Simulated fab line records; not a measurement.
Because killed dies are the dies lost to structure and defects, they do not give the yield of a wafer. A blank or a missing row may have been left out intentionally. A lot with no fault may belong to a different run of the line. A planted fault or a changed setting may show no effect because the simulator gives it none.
Which tool was responsible? ; flow sky130 ; 14 lots, 42 wafers sampled, at 5 steps of a route of 708

== WHAT THE GAUGES SHOWED, per wafer ==
SKY_GATE_OXIDE_OVL_MEAS_10. Usual: GATE_OXIDE_OVL gives 0.5 nm (standard deviation 1.5).
lot;measured;on;GATE_OXIDE_OVL (nm);flag
L154;day 15 13:30;overlay-02;-1.3 -0.6 2.4;
L157;day 15 14:06;overlay-01;-1.7 -1.7 -1.1;
L153;day 15 18:09;overlay-02;3.3 2.5 3.6;
L155;day 15 20:48;overlay-01;1.9 0.2 -0.2;
L158;day 16 10:19;overlay-01;-0.1 1.0 -0.3;
L159;day 16 11:43;overlay-02;1.8 -0.4 0.6;
L160;day 16 13:43;overlay-01;-1.6 -1.1 -1.4;
L161;day 17 03:13;overlay-01;-1.0 2.8 0.8;
L162;day 17 11:51;overlay-01;1.7 2.0 3.0;
L163;day 17 19:51;overlay-02;1.0 0.9 0.2;
L166;day 18 20:49;overlay-02;2.6 0.3 2.5;
L172;day 21 01:00;overlay-01;2.2 0.7 -0.2;
L173;day 21 13:37;overlay-01;-0.8 0.9 0.2;
L175;day 22 01:39;overlay-01;1.1 0.0 -1.0;

SKY_POLY_GATE_CD_MEAS_22. Usual: cd nm at 150.4 nm, with a standard deviation of 2.1.
lot;measured;on;cd nm (nm);flag
L154;day 18 08:55;cd sem-02;150.0 151.0 150.8;
L157;day 18 11:37;cd sem-01;151.1 152.3 150.4;
L153;day 18 15:20;cd sem-01;149.8 147.9 151.0;
L155;day 18 15:10;cd sem-02;152.5 150.9 152.9;
L158;day 19 08:37;cd sem-02;151.0 149.6 149.4;
L159;day 19 08:35;cd sem-01;153.5 150.8 153.1;
L160;day 19 12:00;cd sem-01;147.8 147.8 149.7;
L161;day 20 00:40;cd sem-01;154.0 155.8 152.6;
L162;day 20 12:55;cd sem-01;153.5 148.7 148.9;
L163;day 20 20:10;cd sem-02;149.7 152.2 149.8;
L166;day 21 17:00;cd sem-01;153.7 154.0 153.4;
L172;day 23 20:33;cd sem-02;149.8 150.7 149.1;
L173;day 24 10:22;cd sem-01;149.3 150.5 149.3;
L175;day 24 20:18;cd sem-01;147.9 156.6 152.1;

SKY_LDD_HVN_OVL_MEAS_07. Usual: LDD_HVN_OVL gives 0.9 nm (standard deviation 1.5).
lot;measured;on;LDD_HVN_OVL (nm);flag
L154;day 22 05:46;overlay-02;2.5 1.8 3.4;
L157;day 22 07:30;overlay-01;-0.5 -2.3 -1.1;
L153;day 22 12:32;overlay-02;2.0 2.8 2.4;
L155;day 22 11:57;overlay-02;1.6 1.3 1.9;
L158;day 23 04:31;overlay-02;0.3 2.1 1.5;
L159;day 23 03:48;overlay-01;0.8 1.0 -0.5;
L160;day 23 08:40;overlay-02;58.2 55.9 56.0;OFF
L161;day 23 21:52;overlay-02;56.6 57.1 57.8;OFF
L162;day 24 08:46;overlay-01;56.3 57.1 55.9;OFF
L163;day 24 15:47;overlay-02;55.9 56.7 58.8;OFF
L166;day 25 10:58;overlay-02;1.8 1.9 1.7;
L172;day 27 13:11;overlay-01;-0.6 1.8 2.1;
L173;day 28 01:33;overlay-01;0.4 -0.8 -0.5;
L175;day 28 09:45;overlay-02;-1.2 -3.1 -1.7;

== WHICH TOOL RAN EACH LOT (tool, then ch and the chambers of the sampled wafers, then the start) ==
lot;SKY_SONOS_ONO_ETCH_15;SKY_LDD_HVN_EXPOSE_04
L154;rie diel-02 ch 0,3, day 14 07:30;iline stepper-01 ch 0, day 21 14:22
L157;rie diel-04 ch 0,1,2, day 14 07:48;iline stepper-02 ch 0, day 21 16:40
L153;rie diel-04 ch 0,1,2, day 14 10:18;iline stepper-01 ch 0, day 21 21:17
L155;rie diel-03 ch 0,1, day 14 14:57;iline stepper-02 ch 0, day 21 20:41
L158;rie diel-03 ch 0,2,3, day 15 04:09;iline stepper-01 ch 0, day 22 13:34
L159;rie diel-04 ch 0,2,3, day 15 04:30;iline stepper-01 ch 0, day 22 13:09
L160;rie diel-02 ch 1,2, day 15 07:42;iline stepper-01 ch 0, day 22 18:06
L161;rie diel-02 ch 0,1,2, day 15 20:11;iline stepper-01 ch 0, day 23 06:53
L162;rie diel-02 ch 0,1, day 16 05:36;iline stepper-01 ch 0, day 23 18:18
L163;rie diel-02 ch 0,1,2, day 16 12:27;iline stepper-01 ch 0, day 24 01:35
L166;rie diel-04 ch 0,3, day 17 12:48;iline stepper-02 ch 0, day 24 21:14
L172;rie diel-02 ch 0,2,3, day 19 17:27;iline stepper-02 ch 0, day 26 23:11
L173;rie diel-03 ch 1,2,3, day 20 05:45;iline stepper-02 ch 0, day 27 10:58
L175;rie diel-03 ch 0,1, day 20 17:06;iline stepper-02 ch 0, day 27 20:05
- SKY_SONOS_ONO_ETCH_15: etches the open film in CHF3/O2, target depth 19.52 nm, time 7.8 s.
- SKY_LDD_HVN_EXPOSE_04: exposes mask HVNTM, target cd 700 nm.

== AS READ BY THE TOOLS THEMSELVES (means over the sampled wafers that have a number; for cases with no such wafer, the mark the record gives instead) ==
SKY_SONOS_ONO_ETCH_15. Usual: drypump motor current A 5.9 A, standard deviation 0.38; oes product au 0.998 a.u., standard deviation 0.013; rf fwd power W 586.9 W, standard deviation 2.6; throttle valve pct 8.823 %, standard deviation 0.0094.
lot;tool;drypump motor current A (A);oes product au (a.u.);rf fwd power W (W);throttle valve pct (%);flag
L154;rie diel-02;5.7;1.004;587.7;8.822;
L157;rie diel-04;5.7;0.995;587.7;8.818;
L153;rie diel-04;5.7;0.998;586.3;8.817;
L155;rie diel-03;6.0;1.013;586.9;8.819;
L158;rie diel-03;6.3;0.998;587.7;8.825;
L159;rie diel-04;5.9;0.994;586.4;8.812;
L160;rie diel-02;5.7;0.988;586.2;8.822;
L161;rie diel-02;5.9;0.990;589.5;8.820;
L162;rie diel-02;6.3;1.000;586.6;8.830;
L163;rie diel-02;5.9;0.980;586.5;8.821;
L166;rie diel-04;5.8;0.992;585.9;8.825;
L172;rie diel-02;5.6;0.996;589.2;8.822;
L173;rie diel-03;6.2;1.004;586.1;8.831;
L175;rie diel-03;6.0;1.009;583.9;8.823;

== THE ANSWER, worked out from the rows above alone ==
Rule: a lot is off if the mean of its wafers that have a number lies more than 3 standard deviations from the usual mean. A lot without any number at a reading at which 4 lots or more have one is off too. Any other lot the step has rows for is counted as sound. First the gauges in route order, then the tools' own readings, where a lot's mean is used as printed above. The first step at which some lot is off is used, and at that step the reading that is off furthest; a lot without a number counts as furthest.
Off: L160, L161, L162, L163, seen at SKY_LDD_HVN_OVL_MEAS_07 (LDD_HVN_OVL).
A tool fits if, at a process step before that reading, it ran every lot that is off, and no sound lot after the first of them. Those tools and the gauges at SKY_LDD_HVN_OVL_MEAS_07 are tried in the same way. One candidate fits, namely iline stepper-01 at SKY_LDD_HVN_EXPOSE_04. Its last sound lot is L158 (day 22 13:34), its first lot that is off L160 (day 22 18:06): a fault that began between those two fits.

== WHAT THE SIMULATOR PUT IN ==
Scanner matching overlay: iline stepper-01, from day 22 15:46 on, at SKY_LDD_HVN_EXPOSE_04. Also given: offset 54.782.
Lots struck among those shown: L160, L161, L162, L163. Same finding as the rule above.
